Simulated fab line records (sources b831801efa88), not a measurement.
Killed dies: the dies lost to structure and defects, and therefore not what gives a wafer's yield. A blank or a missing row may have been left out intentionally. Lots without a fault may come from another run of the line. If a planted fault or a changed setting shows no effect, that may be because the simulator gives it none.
fab line records | flow sky130
record: lots: 24 wafers: 72 last_day: 50
route steps=708 shown METAL1@437 METAL2@483 VIA2@519 METAL4@599 CAP2M@605
lots with no fault: from the same line, run without faults
start_h: hours from the record's opening day to when the first of the lot's shown wafers began | wait_h: how many hours have passed since the lot's step before this one | " same as the row above | L1.1+2: several wafers, shown together as one row | - no value present, or no start provided | * or withheld: withheld | < > ~ a bound
route shown NAME@n: NAME is a module with steps in the file, n the number in the route of the first one | usual: mean and standard deviation over wafers with no fault | same: alike in all rows | chamber/n: place in a boat | sites: the reading at each site | _std_site: the standard deviation of these | _edge_site: inner sites' mean taken away from outer sites' mean | radius_mm: how far each site lies from the wafer's centre | mask NAME#n: copy n | behind: the last tool/chamber to shape the wafer | hold: cause of the lot's hold/its duration in hours/its outcome | device: names the non-switching transistor (n, p or np) | end of line: at the end of the route, the tests of the same wafers | a step given without rows: its recipe and nothing more | killed: at the first sort, the dies lost to defects and structure; wafer yield is something else | map: a wafer's dies, x killed, . not, _ none there
set.NAME: the setting that was run; set.NAME@STEP: the one run at that earlier step | model.NAME: the simulator's own value behind a step, which no gauge read
one table for each step of the route and one row for each wafer, over a sample of lots
services: a tool's chamber out of use, with start hour (start_h, from the record's first day; less than 0 if before it), hours out, and reason
== steps ==
step: SKY_METAL1_SPUTTER_03
recipe: material: Ti target_thk_nm: 5 power_w: 3000 time_s: 3.3 chamber_pressure_pa: 0.4
usual: throttle_valve_pct: 30.0/1
columns lot.wafer tool chamber start_h wait_h throttle_valve_pct
L075.2 pvd_sputter-01 - 747.34 0.0 29.0
L075.3 " - " " 29.7
L075.6 " - " " 29.5
L074.1 pvd_sputter-04 - 749.06 0.0 30.9
L074.2 " - " " 32.2
L074.5 " - " " 30.7
L077.1 pvd_sputter-02 - 759.93 0.0 28.7
L077.2 " - " " 29.1
L077.3 " - " " 32.3
L076.1 pvd_sputter-01 - 762.14 0.0 29.8
L076.2 " - " " 28.9
L076.6 " - " " 30.2
L078.2 pvd_sputter-04 - 769.41 0.0 30.3
L078.4 " - " " 30.2
L078.5 " - " " 30.3
L079.2 pvd_sputter-02 - 786.21 0.0 29.5
L079.3 " - " " 28.6
L079.5 " - " " 29.7
L081.2 pvd_sputter-04 - 792.03 0.0 32.0
L081.4 " - " " 30.6
L081.5 " - " " 30.3
L080.3 pvd_sputter-01 - 795.97 0.0 29.4
L080.4 " - " " 29.9
L080.5 " - " " 29.8
L082.3 pvd_sputter-01 - 801.02 0.0 29.6
L082.4 " - " " 29.0
L082.6 " - " " 29.0
L083.1 pvd_sputter-02 - 810.55 0.0 28.6
L083.2 " - " " 32.1
L083.6 " - " " 29.6
L084.1 pvd_sputter-02 - 816.77 0.0 28.6
L084.4 " - " " 29.1
L084.6 " - " " 28.6
L085.4 pvd_sputter-01 - 820.45 0.0 29.9
L085.5 " - " " 29.2
L085.6 " - " " 29.8
L086.2 pvd_sputter-01 - 832.20 0.0 29.6
L086.4 " - " " 29.1
L086.5 " - " " 30.4
L087.1 pvd_sputter-04 - 840.85 0.0 32.1
L087.2 " - " " 30.2
L087.4 " - " " 31.2
L088.1 pvd_sputter-02 - 852.94 0.0 29.4
L088.3 " - " " 32.1
L088.5 " - " " 29.2
L089.1 pvd_sputter-01 - 854.56 0.0 29.8
L089.4 " - " " 29.9
L089.6 " - " " 30.5
L090.3 pvd_sputter-01 - 860.85 0.0 29.9
L090.4 " - " " 29.8
L090.5 " - " " 29.4
L091.4 pvd_sputter-02 - 866.73 0.0 29.0
L091.5 " - " " 28.7
L091.6 " - " " 32.2
L092.3 pvd_sputter-04 - 867.03 0.0 30.2
L092.4 " - " " 30.0
L092.6 " - " " 32.1
L093.1 pvd_sputter-04 - 877.13 0.0 30.2
L093.4 " - " " 32.1
L093.5 " - " " 30.7
L094.3 pvd_sputter-02 - 882.05 0.0 29.1
L094.5 " - " " 29.7
L094.6 " - " " 32.0
L095.3 pvd_sputter-01 - 885.59 0.0 29.2
L095.4 " - " " 29.8
L095.5 " - " " 30.4
L096.1 pvd_sputter-01 - 891.79 0.0 29.7
L096.3 " - " " 29.2
L096.4 " - " " 30.0
L097.1 pvd_sputter-01 - 903.24 0.0 30.2
L097.2 " - " " 29.2
L097.3 " - " " 30.0
step: SKY_METAL2_SPUTTER_00
recipe: material: Ti target_thk_nm: 15 power_w: 2915 time_s: 10 chamber_pressure_pa: 0.4
usual: throttle_valve_pct: 30.5/1
columns lot.wafer tool chamber start_h wait_h throttle_valve_pct
L075.2 pvd_sputter-01 - 803.02 0.1 29.3
L075.3 " - " " 29.7
L075.6 " - " " 29.7
L074.1 pvd_sputter-04 - 804.41 0.1 32.2
L074.2 " - " " 31.3
L074.5 " - " " 30.9
L077.1 pvd_sputter-04 - 816.99 0.2 30.1
L077.2 " - " " 30.3
L077.3 " - " " 32.1
L076.1 pvd_sputter-04 - 818.12 0.2 30.3
L076.2 " - " " 32.1
L076.6 " - " " 31.4
L078.2 pvd_sputter-04 - 825.23 0.1 30.2
L078.4 " - " " 31.1
L078.5 " - " " 30.4
L079.2 pvd_sputter-01 - 841.33 0.2 30.1
L079.3 " - " " 29.9
L079.5 " - " " 29.7
L081.2 pvd_sputter-03 - 846.83 0.2 28.5
L081.4 " - " " 30.1
L081.5 " - " " 31.2
L080.3 pvd_sputter-03 - 849.67 0.2 28.5
L080.4 " - " " 30.1
L080.5 " - " " 28.5
L082.3 pvd_sputter-04 - 855.41 0.2 31.0
L082.4 " - " " 32.6
L082.6 " - " " 30.6
L083.1 pvd_sputter-03 - 865.04 0.2 28.6
L083.2 " - " " 29.8
L083.6 " - " " 28.5
L084.1 pvd_sputter-01 - 870.98 0.2 30.4
L084.4 " - " " 29.8
L084.6 " - " " 28.9
L085.4 pvd_sputter-04 - 874.19 0.2 32.0
L085.5 " - " " 30.5
L085.6 " - " " 30.1
L086.2 pvd_sputter-04 - 886.69 0.1 31.8
L086.4 " - " " 32.3
L086.5 " - " " 30.6
L087.1 pvd_sputter-04 - 895.22 0.2 30.4
L087.2 " - " " 31.3
L087.4 " - " " 32.3
L088.1 pvd_sputter-04 - 907.26 0.2 32.1
L088.3 " - " " 30.4
L088.5 " - " " 31.2
L089.1 pvd_sputter-03 - 908.84 0.1 29.8
L089.4 " - " " 30.8
L089.6 " - " " 31.3
L090.3 pvd_sputter-03 - 915.75 0.1 30.0
L090.4 " - " " 31.4
L090.5 " - " " 28.4
L091.4 pvd_sputter-03 - 920.65 0.2 31.0
L091.5 " - " " 30.3
L091.6 " - " " 28.4
L092.3 pvd_sputter-04 - 920.96 0.1 32.2
L092.4 " - " " 31.3
L092.6 " - " " 31.2
L093.1 pvd_sputter-04 - 930.49 0.1 30.7
L093.4 " - " " 31.3
L093.5 " - " " 30.3
L094.3 pvd_sputter-01 - 933.54 0.1 29.9
L094.5 " - " " 29.1
L094.6 " - " " 29.7
L095.3 pvd_sputter-03 - 938.06 0.2 28.5
L095.4 " - " " 31.4
L095.5 " - " " 30.8
L096.1 pvd_sputter-03 - 944.26 0.2 31.1
L096.3 " - " " 31.2
L096.4 " - " " 29.9
L097.1 pvd_sputter-03 - 955.43 0.2 28.0
L097.2 " - " " 29.9
L097.3 " - " " 31.1
step: SKY_VIA2_CD_MEAS_12
recipe: target_cd_nm: 200
usual: cd_nm: 200.0/1.5
columns lot.wafer tool chamber start_h wait_h cd_nm
L075.2 cd_sem-02 - 856.08 - 199.1
L075.3 " - " " 198.4
L075.6 " - " " 199.2
L074.1 cd_sem-01 - 857.19 - 199.3
L074.2 " - " " 198.4
L074.5 " - " " 199.4
L077.1 cd_sem-02 - 870.16 - 198.3
L077.2 " - " " 200.4
L077.3 " - " " 199.2
L076.1 cd_sem-01 - 870.79 - 198.3
L076.2 " - " " 199.9
L076.6 " - " " 200.4
L078.2 cd_sem-01 - 878.18 - 199.6
L078.4 " - " " 200.4
L078.5 " - " " 202.3
L079.2 cd_sem-02 - 894.64 - 199.2
L079.3 " - " " 198.9
L079.5 " - " " 198.6
L081.2 cd_sem-01 - 900.11 - 198.0
L081.4 " - " " 199.6
L081.5 " - " " 199.9
L080.3 cd_sem-02 - 902.81 - 199.9
L080.4 " - " " 199.3
L080.5 " - " " 200.5
L082.3 cd_sem-02 - 908.60 - 198.4
L082.4 " - " " 199.6
L082.6 " - " " 197.4
L083.1 cd_sem-01 - 917.14 - 199.0
L083.2 " - " " 199.2
L083.6 " - " " 198.4
L084.1 cd_sem-01 - 923.42 - 202.4
L084.4 " - " " 202.8
L084.6 " - " " 201.6
L085.4 cd_sem-01 - 925.05 - 198.4
L085.5 " - " " 198.5
L085.6 " - " " 198.9
L086.2 cd_sem-01 - 938.36 - 202.5
L086.4 " - " " 201.5
L086.5 " - " " 202.8
L087.1 cd_sem-01 - 946.44 - 200.5
L087.2 " - " " 200.5
L087.4 " - " " 199.2
L088.1 cd_sem-01 - 957.54 - 197.8
L088.3 " - " " 199.5
L088.5 " - " " 200.1
L089.1 cd_sem-02 - 959.51 - 202.5
L089.4 " - " " 201.3
L089.6 " - " " 201.3
L090.3 cd_sem-01 - 966.66 - 199.9
L090.4 " - " " 200.4
L090.5 " - " " 199.2
L091.4 cd_sem-02 - 970.57 - 199.0
L091.5 " - " " 199.0
L091.6 " - " " 197.8
L092.3 cd_sem-01 - 972.18 - 202.5
L092.4 " - " " 202.0
L092.6 " - " " 202.6
L093.1 cd_sem-01 - 981.39 - 198.0
L093.4 " - " " 198.7
L093.5 " - " " 198.1
L094.3 cd_sem-01 - 983.28 - 201.2
L094.5 " - " " 203.0
L094.6 " - " " 201.5
L095.3 cd_sem-01 - 988.16 - 202.2
L095.4 " - " " 201.2
L095.5 " - " " 204.1
L096.1 cd_sem-02 - 994.01 - 200.8
L096.3 " - " " 199.4
L096.4 " - " " 201.8
L097.1 cd_sem-02 - 1005.09 - 198.2
L097.2 " - " " 199.2
L097.3 " - " " 199.2
step: SKY_METAL4_SPUTTER_01
recipe: material: TiN target_thk_nm: 20 power_w: 6500 time_s: 16.7 chamber_pressure_pa: 0.4
usual: throttle_valve_pct: 30.1/1.3
columns lot.wafer tool chamber start_h wait_h throttle_valve_pct
L075.2 pvd_sputter-02 - 936.54 0.0 28.4
L075.3 " - " " 29.0
L075.6 " - " " 29.1
L074.1 pvd_sputter-02 - 937.49 0.0 29.1
L074.2 " - " " 32.2
L074.5 " - " " 29.2
L077.1 pvd_sputter-03 - 949.64 0.0 28.3
L077.2 " - " " 31.1
L077.3 " - " " 29.8
L076.1 pvd_sputter-04 - 951.41 0.0 30.1
L076.2 " - " " 31.4
L076.6 " - " " 30.3
L078.2 pvd_sputter-02 - 957.68 0.0 29.7
L078.4 " - " " 29.1
L078.5 " - " " 29.1
L079.2 pvd_sputter-03 - 974.03 0.0 29.8
L079.3 " - " " 28.5
L079.5 " - " " 28.4
L081.2 pvd_sputter-02 - 978.02 0.0 29.6
L081.4 " - " " 29.2
L081.5 " - " " 32.2
L080.3 pvd_sputter-02 - 982.26 0.0 28.9
L080.4 " - " " 32.1
L080.5 " - " " 29.5
L082.3 pvd_sputter-04 - 986.64 0.0 31.4
L082.4 " - " " 30.6
L082.6 " - " " 30.5
L083.1 pvd_sputter-04 - 994.95 0.0 31.2
L083.2 " - " " 30.5
L083.6 " - " " 30.4
L084.1 pvd_sputter-02 - 1001.36 0.0 29.6
L084.4 " - " " 29.2
L084.6 " - " " 29.2
L085.4 pvd_sputter-04 - 1002.12 0.0 30.5
L085.5 " - " " 30.4
L085.6 " - " " 30.4
L086.2 pvd_sputter-04 - 1015.99 0.0 32.0
L086.4 " - " " 30.4
L086.5 " - " " 32.1
L087.1 pvd_sputter-04 - 1024.26 0.0 30.7
L087.2 " - " " 32.2
L087.4 " - " " 31.0
L088.1 pvd_sputter-03 - 1033.71 0.0 28.4
L088.3 " - " " 31.0
L088.5 " - " " 28.5
L089.1 pvd_sputter-02 - 1035.20 0.0 32.0
L089.4 " - " " 29.6
L089.6 " - " " 29.2
L090.3 pvd_sputter-04 - 1043.62 0.0 30.5
L090.4 " - " " 31.4
L090.5 " - " " 32.5
L091.4 pvd_sputter-03 - 1047.11 0.0 31.5
L091.5 " - " " 31.3
L091.6 " - " " 28.5
L092.3 pvd_sputter-02 - 1048.12 0.0 32.0
L092.4 " - " " 28.8
L092.6 " - " " 29.1
L093.1 pvd_sputter-02 - 1056.21 0.0 28.8
L093.4 " - " " 29.6
L093.5 " - " " 29.3
L094.3 pvd_sputter-02 - 1058.41 0.0 29.0
L094.5 " - " " 29.0
L094.6 " - " " 28.8
L095.3 pvd_sputter-02 - 1062.20 0.0 29.0
L095.4 " - " " 32.1
L095.5 " - " " 28.6
L096.1 pvd_sputter-03 - 1068.78 0.0 29.9
L096.3 " - " " 31.0
L096.4 " - " " 28.5
L097.1 pvd_sputter-02 - 1077.90 0.0 32.0
L097.2 " - " " 29.0
L097.3 " - " " 29.5
step: SKY_CAP2M_SPUTTER_02
recipe: material: TiN target_thk_nm: 200 temp_c: 300 power_w: 6500 time_s: 166.7 chamber_pressure_pa: 0.4
usual: throttle_valve_pct: 30.1/1
columns lot.wafer tool chamber start_h wait_h throttle_valve_pct
L075.2 pvd_sputter-04 - 936.75 0.0 30.2
L075.3 " - " " 32.1
L075.6 " - " " 32.4
L074.1 pvd_sputter-04 - 937.70 0.1 31.1
L074.2 " - " " 30.5
L074.5 " - " " 31.0
L077.1 pvd_sputter-01 - 949.85 0.1 30.4
L077.2 " - " " 29.7
L077.3 " - " " 28.8
L076.1 pvd_sputter-01 - 951.62 0.1 29.9
L076.2 " - " " 29.8
L076.6 " - " " 28.9
L078.2 pvd_sputter-04 - 957.89 0.0 32.4
L078.4 " - " " 30.6
L078.5 " - " " 31.4
L079.2 pvd_sputter-04 - 974.24 0.0 31.9
L079.3 " - " " 31.1
L079.5 " - " " 30.3
L081.2 pvd_sputter-04 - 978.23 0.0 31.2
L081.4 " - " " 30.3
L081.5 " - " " 32.2
L080.3 pvd_sputter-04 - 982.48 0.0 30.4
L080.4 " - " " 31.4
L080.5 " - " " 30.1
L082.3 pvd_sputter-01 - 986.86 0.0 29.7
L082.4 " - " " 28.7
L082.6 " - " " 30.2
L083.1 pvd_sputter-01 - 995.17 0.1 29.4
L083.2 " - " " 28.9
L083.6 " - " " 30.2
L084.1 pvd_sputter-01 - 1001.58 0.1 29.6
L084.4 " - " " 30.4
L084.6 " - " " 29.4
L085.4 pvd_sputter-02 - 1002.33 0.0 28.3
L085.5 " - " " 28.2
L085.6 " - " " 29.0
L086.2 pvd_sputter-01 - 1016.21 0.0 29.8
L086.4 " - " " 29.8
L086.5 " - " " 29.1
L087.1 pvd_sputter-02 - 1024.48 0.1 29.1
L087.2 " - " " 28.8
L087.4 " - " " 32.1
L088.1 pvd_sputter-04 - 1033.92 0.1 31.5
L088.3 " - " " 30.5
L088.5 " - " " 29.9
L089.1 pvd_sputter-01 - 1035.42 0.1 29.3
L089.4 " - " " 30.3
L089.6 " - " " 30.3
L090.3 pvd_sputter-02 - 1043.84 0.0 29.3
L090.4 " - " " 29.0
L090.5 " - " " 28.8
L091.4 pvd_sputter-01 - 1047.32 0.0 29.7
L091.5 " - " " 29.1
L091.6 " - " " 29.8
L092.3 pvd_sputter-02 - 1048.33 0.0 29.3
L092.4 " - " " 32.1
L092.6 " - " " 29.2
L093.1 pvd_sputter-01 - 1056.42 0.1 30.3
L093.4 " - " " 29.9
L093.5 " - " " 29.9
L094.3 pvd_sputter-01 - 1058.63 0.0 30.1
L094.5 " - " " 30.4
L094.6 " - " " 28.9
L095.3 pvd_sputter-01 - 1062.43 0.0 28.8
L095.4 " - " " 30.2
L095.5 " - " " 29.9
L096.1 pvd_sputter-01 - 1069.01 0.1 30.1
L096.3 " - " " 29.9
L096.4 " - " " 30.5
L097.1 pvd_sputter-01 - 1078.12 0.1 30.2
L097.2 " - " " 29.8
L097.3 " - " " 29.1
step: SKY_METAL4_STRIP_19
recipe: chemistry: O2/N2 power_w: 1400 pressure_mtorr: 1500 platen_temp_c: withheld o2_flow_sccm: 3000 n2_flow_sccm: 300 overash_fraction: 0.5
usual: drypump_motor_current_A: 6.01/0.25 oes_product_au: 0.507/0.0065 strip_time_to_endpoint_s: 6.65/0.099
columns lot.wafer tool chamber start_h wait_h drypump_motor_current_A oes_product_au rf_hours_counter_h strip_time_to_endpoint_s
L075.2 plasma_asher-02 1 986.44 0.1 5.51 0.504 25 6.65
L075.3 " 1 " " 5.53 0.516 - 6.71
L075.6 " 0 " " 6.35 0.504 - 6.70
L074.1 plasma_asher-04 1 987.60 0.1 6.04 0.505 119 6.59
L074.2 " 0 " " 6.08 0.499 119 6.54
L074.5 " 1 " " 6.02 0.499 - 6.51
L077.1 plasma_asher-04 0 999.65 0.1 6.04 0.506 120 6.69
L077.2 " 1 " " 6.02 0.507 120 6.64
L077.3 " 0 " " 6.05 0.515 - 6.71
L076.1 plasma_asher-04 0 1000.65 0.1 6.03 0.503 121 6.63
L076.2 " 1 " " 5.99 0.515 121 6.69
L076.6 " 0 " " 6.05 0.506 - 6.67
L078.2 plasma_asher-02 1 1007.04 0.1 5.52 0.500 28 6.70
L078.4 " 1 " " 5.53 0.507 - 6.70
L078.5 " 0 " " 6.39 0.513 - 6.73
L079.2 plasma_asher-04 1 1022.24 0.1 6.01 0.523 123 6.82
L079.3 " 1 " " 6.01 0.516 - 6.73
L079.5 " 0 " " 6.08 0.505 - 6.53
L081.2 plasma_asher-03 1 1026.10 0.1 5.95 0.500 88 6.48
L081.4 " 1 " " 5.95 0.501 - 6.47
L081.5 " 0 " " 6.16 0.493 - 6.46
L080.3 plasma_asher-03 0 1029.84 0.1 6.15 0.507 - 6.63
L080.4 " 1 " " 5.88 0.499 - 6.63
L080.5 " 1 " " 5.92 0.506 - 6.68
L082.3 plasma_asher-03 1 1035.03 0.1 5.91 0.504 - 6.66
L082.4 " 0 " " 6.19 0.504 - 6.71
L082.6 " 1 " " 5.93 0.508 - 6.65
L083.1 plasma_asher-02 0 1043.20 0.1 6.36 0.505 31 6.63
L083.2 " 1 " " 5.53 0.498 31 6.65
L083.6 " 0 " " 6.35 0.506 - 6.64
L084.1 plasma_asher-04 0 1048.99 0.1 6.06 0.515 125 6.72
L084.4 " 1 " " 6.02 0.507 - 6.76
L084.6 " 1 " " 6.00 0.503 - 6.47
L085.4 plasma_asher-04 0 1050.33 0.1 6.05 0.517 - 6.87
L085.5 " 0 " " 6.07 0.506 - 6.76
L085.6 " 1 " " 6.01 0.514 - 6.74
L086.2 plasma_asher-03 1 1063.64 0.1 5.91 0.512 92 6.69
L086.4 " 0 " " 6.14 0.507 - 6.74
L086.5 " 1 " " 5.93 0.512 - 6.59
L087.1 plasma_asher-04 1 1071.45 0.1 5.97 0.512 1 6.76
L087.2 " 0 " " 6.07 0.504 1 6.55
L087.4 " 1 " " 5.99 0.511 - 6.76
L088.1 plasma_asher-02 1 1079.45 0.1 5.52 0.499 35 6.53
L088.3 " 1 " " 5.53 0.505 - 6.76
L088.5 " 0 " " 6.35 0.512 - 6.76
L089.1 plasma_asher-02 1 1080.15 0.1 5.53 0.505 35 6.61
L089.4 " 0 " " 6.37 0.508 - 6.79
L089.6 " 0 " " 6.36 0.525 - 6.84
L090.3 plasma_asher-03 0 1088.08 0.1 6.11 0.500 - 6.50
L090.4 " 1 " " 5.94 0.507 - 6.77
L090.5 " 1 " " 5.92 0.507 - 6.48
L091.4 plasma_asher-04 0 1091.28 0.1 6.07 0.513 - 6.76
L091.5 " 0 " " 6.10 0.507 - 6.68
L091.6 " 1 " " 6.03 0.521 - 6.76
L092.3 plasma_asher-03 1 1092.69 0.1 5.97 0.501 - 6.49
L092.4 " 0 " " 6.14 0.510 - 6.86
L092.6 " 0 " " 6.16 0.523 - 6.77
L093.1 plasma_asher-02 0 1100.14 0.1 6.36 0.508 37 6.66
L093.4 " 1 " " 5.53 0.503 - 6.64
L093.5 " 0 " " 6.38 0.516 - 6.69
L094.3 plasma_asher-03 1 1102.33 0.1 5.97 0.506 - 6.66
L094.5 " 0 " " 6.14 0.518 - 6.80
L094.6 " 1 " " 5.92 0.506 - 6.65
L095.3 plasma_asher-03 1 1105.39 0.1 5.94 0.508 - 6.61
L095.4 " 0 " " 6.14 0.495 - 6.60
L095.5 " 1 " " 5.97 0.500 - 6.63
L096.1 plasma_asher-02 0 1111.50 0.1 6.36 0.508 38 6.72
L096.3 " 0 " " 6.36 0.508 - 6.69
L096.4 " 1 " " 5.52 0.506 - 6.62
L097.1 plasma_asher-02 0 1119.79 0.1 6.37 0.500 39 6.68
L097.2 " 1 " " 5.53 0.496 39 6.46
L097.3 " 0 " " 6.37 0.500 - 6.41
== services ==
columns tool chamber start_h hours kind
plasma_asher-02 - 733.75 9.0 pm
plasma_asher-03 - 737.53 1.7 repair
pvd_sputter-01 - 765.70 4.1 repair
plasma_asher-02 - 813.79 2.2 repair
pvd_sputter-01 - 825.58 0.7 repair
pvd_sputter-01 - 836.26 3.3 repair
pvd_sputter-01 - 844.10 0.7 repair
pvd_sputter-04 3 864.69 - consumable_replace:kit
pvd_sputter-04 3 864.69 18.0 scheduled_down
pvd_sputter-04 3 864.69 18.0 vent_cycle
plasma_asher-04 - 912.02 0.9 repair
plasma_asher-03 - 976.89 28.1 pm
pvd_sputter-04 2 983.41 - consumable_replace:kit
pvd_sputter-04 2 983.41 18.0 scheduled_down
pvd_sputter-04 2 983.41 18.0 vent_cycle
pvd_sputter-01 - 988.23 4.8 repair
pvd_sputter-01 - 1020.37 0.7 repair
plasma_asher-04 - 1025.51 3.9 repair
pvd_sputter-03 - 1043.48 3.4 repair
pvd_sputter-04 - 1045.50 29.4 repair
plasma_asher-03 - 1050.57 5.4 repair
plasma_asher-04 - 1055.25 9.0 pm
plasma_asher-02 - 1085.28 0.6 repair
pvd_sputter-01 - 1112.09 0.7 repair
== key ==
fault none
